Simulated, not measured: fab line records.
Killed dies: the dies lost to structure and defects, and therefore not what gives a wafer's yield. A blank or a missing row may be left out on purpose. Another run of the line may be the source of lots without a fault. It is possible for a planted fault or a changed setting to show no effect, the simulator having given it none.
Split-lot study    flow sfqLine    10 wafers read from 4 lots, route of 325 steps

## ON THE SPLIT
At SFQ_TRILAYER_M0_LITHO_COAT_026 (resist thk 62 nm), the setting resistThkNm was moved away from the recipe's 62 nm on 5 of the 10 wafers read, by -5.1% to +4.0%. For the rest of the wafers, this setting stayed at what the recipe calls for.

No step appears in the file between the split and the reading.

## THE READING
etch.depthNm (the simulator's own value, which no gauge read), in nm, at SFQ_TRILAYER_M0_BARC_OPEN_METAL_ETCH_031 (etches BARC in O2, target depth 125 nm, time 41.7 s). There is no usual value for it anywhere in the file. Across the 5 wafers here that went through the recipe, the average is 62.11 nm and the standard deviation 0.14 nm.

wafer   tool, chamber at the split  resistThkNm as run, nm  against the recipe  etch.depthNm, nm  against lot-mates on the recipe
L078.4  lithoTrack-01, 0            62                      recipe              62.09             -
L078.5  lithoTrack-01, 0            62                      recipe              62.2              -
L078.6  lithoTrack-01, 0            62                      recipe              62.15             -
L079.3  lithoTrack-01, 0            62                      recipe              61.85             -
L079.4  lithoTrack-01, 0            58.85                   -5.1%               58.64             -3.21
L079.6  lithoTrack-01, 0            58.85                   -5.1%               58.76             -3.09
L080.2  lithoTrack-02, 0            64.51                   +4.0%               64.7              +2.44
L080.4  lithoTrack-02, 0            64.51                   +4.0%               65.09             +2.83
L080.6  lithoTrack-02, 0            62                      recipe              62.26             -
L084.2  lithoTrack-03, 0            63.5                    +2.4%               63.6              no lot-mate on the recipe

THE FIT
A straight line over all 10 wafers: etch.depthNm changes by +0.674 nm for each +1% of resistThkNm; r = +1.00; the points scatter about the line by 0.16 nm.
The same after taking each lot's own level away (the mean of its wafers on the recipe; 9 wafers): +0.633 nm for each +1%; r = +1.00; scatter 0.12 nm.
On that fit, the largest move of resistThkNm shifts the reading by 3.2 nm.
The span of the lots' own levels, 61.850 to 62.260 nm, comes to 2.9 times the standard deviation stated above.
Consequently the slope shifts little with the lot-to-lot level, the two slopes agreeing.
Check: with one of the wafers moved furthest among these (-5.1%) left out of the fit, the line predicts -3.17 nm for it against its lot-mates. Against them it came out at -3.21 nm.

## THESE WAFERS: OTHER SPLITS
Other splits were also applied to these wafers ahead of the reading. Each is held against what the fit with the lots' levels taken away leaves over:
other split on the same wafers                    wafers away from the commonest value  r with etch.depthNm (lot level and that fit taken away)
SFQ_TRILAYER_INCOMING_OXIDATION_002 tempC         7                                     +0.00
SFQ_TRILAYER_L0_LITHO_PEB_008 pebTimeS            2                                     +0.46
SFQ_TRILAYER_L0_BARC_OPEN_METAL_ETCH_010 biasW    3                                     -0.17
SFQ_TRILAYER_L0_VIA_LITHO_EXPOSE_014 doseMj       2                                     -0.14
SFQ_TRILAYER_L0_VIA_BARC_OPEN_VIA_ETCH_021 biasW  3                                     +0.42

## THE WHOLE CHAIN: every reading that the file lists as answering this split, in the file's order
step                                      what it does                                         reading                                                                                    change (the file's fit)                r (the file's)
SFQ_TRILAYER_M0_LITHO_COAT_026            resist thk 62 nm                                     BARC_of_TRILAYER_M0_LITHO_COAT_026.thkNm (the simulator's own value, which no gauge read)  +0.64 nm for each +1% of the setting   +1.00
SFQ_TRILAYER_M0_BARC_OPEN_METAL_ETCH_031  etches BARC in O2, target depth 125 nm, time 41.7 s  etch.depthNm (the simulator's own value, which no gauge read)                              +0.633 nm for each +1% of the setting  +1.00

## THE FILE'S OWN FIT
etch.depthNm changes by +0.633 nm for each +1% of resistThkNm, r = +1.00.
